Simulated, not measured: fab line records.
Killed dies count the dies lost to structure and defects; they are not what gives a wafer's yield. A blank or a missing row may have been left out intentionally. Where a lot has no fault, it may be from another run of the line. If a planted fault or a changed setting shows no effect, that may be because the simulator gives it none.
Struck lot and sound lot, side by side ; flow sky130 ; 37 out of 708 route steps
Sound: these wafers, L283.1, L283.2, L283.4. The struck wafers were L305.1, L305.3, L305.6. At the end, the cause is stated.
For every step that has rows: the tool of each side, followed by ch and its chambers, followed by its first start. Under that, the readings that differ: sound wafers ; struck wafers ; difference of the means ; sigmas: that difference in standard deviations of wafers without a fault.
alike: readings whose means differ by less than 2 such deviations, and words and numbers that are the same on both sides. not compared: withheld readings, readings that some wafer has no value for, bounds like >300 that may hide the same value, and numbers for which the record gives no deviation and whose values overlap.
The two part at a step that has a row with sigmas, a row that says differs or no value, or rows on one side only. When numbers do not overlap yet have no deviation, they are printed without sigmas and do not part them. A reading missing from all wafers of one side parts the sides only when that side holds two or more wafers.

first, 10 steps without rows for these wafers: SKY_LDD_LDN_SOFTBAKE_03 (time 60 s); SKY_LDD_LDN_EXPOSE_04 (exposes mask LDNTM, target cd 700 nm); SKY_LDD_LDN_PEB_05; SKY_LDD_LDN_DEVELOP_06 (develop time 60 s); SKY_LDD_LDN_IMPLANT_08; SKY_LDD_LDN_IMPLANT_09; SKY_LDD_LDN_IMPLANT_10; SKY_LDD_LDN_IMPLANT_11; SKY_LDD_LDN_STRIP_12 (strips in O2/N2); SKY_LDD_LDN_CLEAN_14 (cleans in SC1/SC2, time 150 s).
SKY_SPACER_CVD_00: deposits Si3N4 from DCS/NH3, target thk 43.1 nm, time 740 s.
  sound on lpcvd-02 ch 1, day 23 10:05; struck on lpcvd-02 ch 0, day 30 14:36
reading;sound;struck;difference;sigmas
spike tc centre C (C);772.0 770.3 772.2;781.0 781.6 783.7;+10.6;+8
zone power centre pct (%);14.5 14.6 14.6;16.8 16.8 16.7;+2.2;+3
zone power upper pct (%);13.1 13.2 13.1;10.5 10.3 10.3;-2.8;-5
model.Si3N4_of_SPACER_CVD_00.thk nm (nm);43.12 43.33 43.39;45.95 44.49 43.56;+1.39;
  alike: pressure mtorr, susceptor temp C
SKY_SPACER_THK_MEAS_01:
  sound on film metro-03, day 23 11:17; struck on film metro-04, day 30 15:48
reading;sound;struck;difference;sigmas
SPACER_CVD_00_THK (nm);43.1 43.3 43.3;45.9 44.5 43.6;+1.4;+4
SKY_SPACER_ETCHBACK_02: etches Si3N4 in CH3F/O2, stops on SiO2, time 46.7 s, target depth 45 nm.
  sound on rie diel-04 ch 0,1,2, day 23 11:21; struck on rie diel-04 ch 2,3, day 30 15:52
reading;sound;struck;difference;sigmas
oes product au (a.u.);0.857 0.858 0.857;0.886 0.865 0.861;+0.013;+2
model.etch.depth nm (nm);43.12 43.33 43.39;45.95 44.49 43.56;+1.39;
  alike: drypump motor current A, throttle valve pct
  not compared: rf hours counter h
then, 22 steps without rows for these wafers: SKY_POLY_CUT_DEHYDRATE_00 (time 60 s); SKY_POLY_CUT_HMDS_01 (prime time 60 s); SKY_POLY_CUT_COAT_02 (resist thk 60 nm); SKY_POLY_CUT_COAT_03 (resist thk 450 nm); SKY_POLY_CUT_SOFTBAKE_04 (time 90 s); SKY_POLY_CUT_EXPOSE_05 (exposes mask NPCM, target cd 270 nm); SKY_POLY_CUT_PEB_06; SKY_POLY_CUT_DEVELOP_07 (develop time 60 s); SKY_POLY_CUT_ETCH_10 (etches BARC in N2/H2, stops on SiO2, time 45.9 s, target depth 60 nm); SKY_POLY_CUT_ETCH_11 (etches Si3N4 in CF4/CH2F2/Ar, stops on poly-Si, time 42.5 s, target depth 60 nm); SKY_POLY_CUT_STRIP_12 (strips in O2/N2); SKY_SD_P_DEHYDRATE_00 (time 60 s); SKY_SD_P_HMDS_01 (prime time 60 s); SKY_SD_P_COAT_02 (resist thk 1140 nm); SKY_SD_P_SOFTBAKE_03 (time 60 s); SKY_SD_P_EXPOSE_04 (exposes mask PSDM, target cd 380 nm); SKY_SD_P_PEB_05; SKY_SD_P_DEVELOP_06 (develop time 60 s); SKY_SD_P_IMPLANT_09; SKY_SD_P_STRIP_10 (strips in O2/N2); SKY_RES_XHIGH_DEHYDRATE_00 (time 60 s); SKY_RES_XHIGH_HMDS_01 (prime time 60 s).
-- the record jumps here: 5 days lie between the struck wafers' starts before and after (it left off in module RES_XHIGH and takes up again in module SALICIDE, whose first step shown is number 361 of the route) --
SKY_SALICIDE_CLEAN_00: cleans in HF-last, time 30 s.
  sound on wet bench-04 ch 1, day 28 09:56; struck on wet bench-03 ch 0, day 35 04:44
reading;sound;struck;difference;sigmas
model.Si3N4_of_SPACER_CVD_00.thk nm (nm);42.13 42.34 42.4;44.97 43.5 42.58;+1.39;
-- the record jumps here: 16 days lie between the struck wafers' starts before and after (it left off in module SALICIDE and takes up again in module PAD_OPEN, whose first step shown is number 708 of the route) --
SKY_PAD_OPEN_PROBE_99:
  sound on prober-02, day 46 02:55; struck on prober-01, day 50 18:49
reading;sound;struck;difference;sigmas
model.etest.pfet_01v8.r on ohm um;2790 2790 2815;3074 2946 2973;+199;
model.etest.sonos uncharged.r on ohm um;796.7 797.3 808.3;844.6 820.7 834.5;+32.5;
model.etest.pfet_01v8.drive ua um;202.2 201.9 202.6;178.2 188.1 185.3;-18.4;
model.etest.pfet_01v8_hvt.drive ua um;151.2 153.3 152;132.3 141.2 138.7;-14.8;
  alike: killed_at_M0_to_M3, killed_at_M4_up, killed at contacts, killed at front end, killed at other, killed dies, killed open, killed short

WHERE THEY PART
First at SKY_SPACER_CVD_00; last, within this record, at SKY_SPACER_ETCHBACK_02. Later steps at which nothing parts them and some readings are alike: SKY_PAD_OPEN_PROBE_99.

WHY: what had been put in by the simulator
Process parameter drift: lpcvd-02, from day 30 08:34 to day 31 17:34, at SKY_SPACER_CVD_00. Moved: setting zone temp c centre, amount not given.
